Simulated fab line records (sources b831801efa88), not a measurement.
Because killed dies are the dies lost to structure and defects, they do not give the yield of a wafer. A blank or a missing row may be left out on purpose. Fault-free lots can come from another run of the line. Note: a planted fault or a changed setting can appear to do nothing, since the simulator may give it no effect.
Comparing a struck lot with a sound one	flow sky130	15 steps out of a route of 708
Sound: the wafers L382.3, L382.5, L382.6. Wafers struck: L394.2, L394.4, L394.5. At the end, the cause is stated.
Per side, at each step with rows, come the tool, then ch with its chambers, and then its first start. Under that, the readings that differ: sound wafers	struck wafers	difference of the means	sigmas: that difference in standard deviations of wafers without a fault.
alike: readings whose means differ by less than 2 such deviations, and words and numbers that are the same on both sides. not compared: withheld readings, readings that some wafer has no value for, bounds like >300 that may hide the same value, and numbers for which the record gives no deviation and whose values overlap.
Wherever a step has rows on one side only, a row that says differs or no value, or a row with sigmas, the two part there. Numbers that don't overlap but have no deviation are shown without sigmas and don't part them. A reading that every wafer of one side lacks parts them only if that side has two wafers or more.

first, 7 steps without rows for these wafers: SKY_VIA2_HMDS_05 (prime time 60 s); SKY_VIA2_COAT_06 (resist thk 60 nm); SKY_VIA2_COAT_07 (resist thk 450 nm); SKY_VIA2_SOFTBAKE_08 (time 90 s); SKY_VIA2_EXPOSE_09 (exposes mask VIM2, target cd 200 nm); SKY_VIA2_PEB_10; SKY_VIA2_DEVELOP_11 (develop time 60 s).
SKY_VIA2_CD_MEAS_12 targets a cd of 200 nm.
  sound: cd-sem-02 at day 37 09:55; struck: cd-sem-02 at day 41 05:25
  alike: cd-nm
SKY_VIA2_OVL_MEAS_13:
  sound: overlay-02 at day 37 10:00; struck: overlay-02 at day 41 05:32
  alike: VIA2_OVL
SKY_VIA2_ETCH_14: etches BARC in N2/H2, stops on SiO2, time 45.9 s, target depth 60 nm.
  sound on rie-diel-04 ch 0,1,3, day 37 10:02; struck on rie-diel-03 ch 0,3, day 41 05:34
  alike: chamber-pressure-mTorr, drypump-motor-current-A, oes-product-au, throttle-valve-pct
  not compared: rf-hours-counter-h
SKY_VIA2_ETCH_15: etches SiO2 in C4F8/O2/Ar, stops on TiN, target depth 546 nm, time 84 s.
  sound on rie-diel-04 ch 0,1,3, day 37 10:04; struck on rie-diel-03 ch 0,3, day 41 05:36
  alike: chamber-pressure-mTorr, oes-product-au
  not compared: rf-hours-counter-h
SKY_VIA2_STRIP_16: strips in O2/N2.
  sound on plasma-asher-02 ch 0,1, day 37 10:10; struck on plasma-asher-02 ch 0,1, day 41 05:40
  alike: chamber-pressure-mTorr, drypump-motor-current-A, oes-product-au, strip-time-to-endpoint-s
  not compared: rf-hours-counter-h
SKY_VIA2_STRIP_17: strips in post etch residue remover, time 1200 s.
  sound on wet-bench-02 ch 2, day 37 10:14; struck on wet-bench-01 ch 1, day 41 05:46
  no value came back on the struck wafers for bath-guard-temp-C (C), bath-heat-duty-pct (%); on the sound wafers bath-guard-temp-C (C) reads 72.0 72.2 72.1
then, 1 step without rows for these wafers: SKY_VIA2_CLEAN_18 (cleans in IPA, time 180 s).
-- the record jumps here: 9 days lie between the struck wafers' starts before and after (it left off in module VIA2 and takes up again in module PAD_OPEN, whose first step shown is number 708 of the route) --
SKY_PAD_OPEN_PROBE_99:
  sound: prober-01 at day 46 20:08; struck: prober-02 at day 49 18:01
reading	sound	struck	difference	sigmas
model.etest.via2-chain.rc-ohm	9.362 9.532 9.991	12.31 12.31 12.31	+2.68	

== WHERE THEY PART ==
Only at SKY_VIA2_STRIP_17, within this record.

WHY: the cause the simulator had injected
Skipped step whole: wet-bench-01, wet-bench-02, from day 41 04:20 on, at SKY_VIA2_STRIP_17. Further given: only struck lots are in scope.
